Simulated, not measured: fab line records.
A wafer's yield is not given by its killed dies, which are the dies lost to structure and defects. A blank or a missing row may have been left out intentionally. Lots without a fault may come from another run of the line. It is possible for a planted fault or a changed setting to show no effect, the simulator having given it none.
What tool caused it? || flow sky130 || 7 lots, 21 wafers sampled, at 3 steps of a route of 708

WHAT EACH GAUGE READ, for each wafer
SKY_FIELD_ISO_THK_MEAS_25.
{"lot": "L705", "measured": "day 3 05:50", "on": "filmMetro-01", "FIELD_ISO_CVD_24_THK (nm)": "604 598 595"}
{"lot": "L709", "measured": "day 3 21:58", "on": "filmMetro-02", "FIELD_ISO_CVD_24_THK (nm)": "605 606 594"}
{"lot": "L712", "measured": "day 4 08:01", "on": "filmMetro-01", "FIELD_ISO_CVD_24_THK (nm)": "595 593 599"}
{"lot": "L714", "measured": "day 4 22:26", "on": "filmMetro-01", "FIELD_ISO_CVD_24_THK (nm)": "598 597 597"}
{"lot": "L716", "measured": "day 5 08:16", "on": "filmMetro-03", "FIELD_ISO_CVD_24_THK (nm)": "595 595 602"}
{"lot": "L719", "measured": "day 6 05:37", "on": "filmMetro-01", "FIELD_ISO_CVD_24_THK (nm)": "603 604 610"}
{"lot": "L722", "measured": "day 6 17:07", "on": "filmMetro-03", "FIELD_ISO_CVD_24_THK (nm)": "602 599 590"}

WHICH TOOL RAN EACH LOT (tool, then ch and the chambers of the sampled wafers, then the start)
{"lot": "L705", "SKY_FIELD_ISO_PEB_11": "lithoTrack-04 ch 0, day 3 02:00", "SKY_FIELD_ISO_ETCH_17": "rieSi-01 ch 2,3, day 3 03:29"}
{"lot": "L709", "SKY_FIELD_ISO_PEB_11": "lithoTrack-04 ch 0, day 3 18:00", "SKY_FIELD_ISO_ETCH_17": "rieSi-01 ch 1,2,3, day 3 18:56"}
{"lot": "L712", "SKY_FIELD_ISO_PEB_11": "lithoTrack-02 ch 0, day 4 04:00", "SKY_FIELD_ISO_ETCH_17": "rieSi-01 ch 0,1,2, day 4 05:05"}
{"lot": "L714", "SKY_FIELD_ISO_PEB_11": "lithoTrack-04 ch 0, day 4 18:00", "SKY_FIELD_ISO_ETCH_17": "rieSi-01 ch 0,2,3, day 4 19:14"}
{"lot": "L716", "SKY_FIELD_ISO_PEB_11": "lithoTrack-02, day 5 05:00", "SKY_FIELD_ISO_ETCH_17": "rieSi-01 ch 0,1, day 5 06:35"}
{"lot": "L719", "SKY_FIELD_ISO_PEB_11": "lithoTrack-04 ch 0, day 5 23:00", "SKY_FIELD_ISO_ETCH_17": "rieSi-02 ch 0,1,2, day 5 23:59"}
{"lot": "L722", "SKY_FIELD_ISO_PEB_11": "lithoTrack-02 ch 0, day 6 12:00", "SKY_FIELD_ISO_ETCH_17": "rieSi-01 ch 0,1,3, day 6 13:20"}
- SKY_FIELD_ISO_PEB_11
- SKY_FIELD_ISO_ETCH_17: etches Si in HBr/Cl2/O2, target depth 342 nm, time 97.7 s.

THE ANSWER, worked out from the rows above alone
Rule: what is usual is taken from the lots themselves. The widest of any qualifying gaps counts: lots, ordered by their means at a reading, are off when they make up no more than a third of the lots, leave a main group of 4 or more, and stand apart from it by 3 or more times the standard deviation of that group's means. The tables above print the reading to a certain number of digits; a main group whose means all agree to those digits is not used. A lot without any number at a reading at which 4 lots or more have one is off too. The other lots that the step has rows for count as sound.
Across all readings shown, no lot is off: no conclusion can be drawn from this.

WHAT THE SIMULATOR HAD PUT IN
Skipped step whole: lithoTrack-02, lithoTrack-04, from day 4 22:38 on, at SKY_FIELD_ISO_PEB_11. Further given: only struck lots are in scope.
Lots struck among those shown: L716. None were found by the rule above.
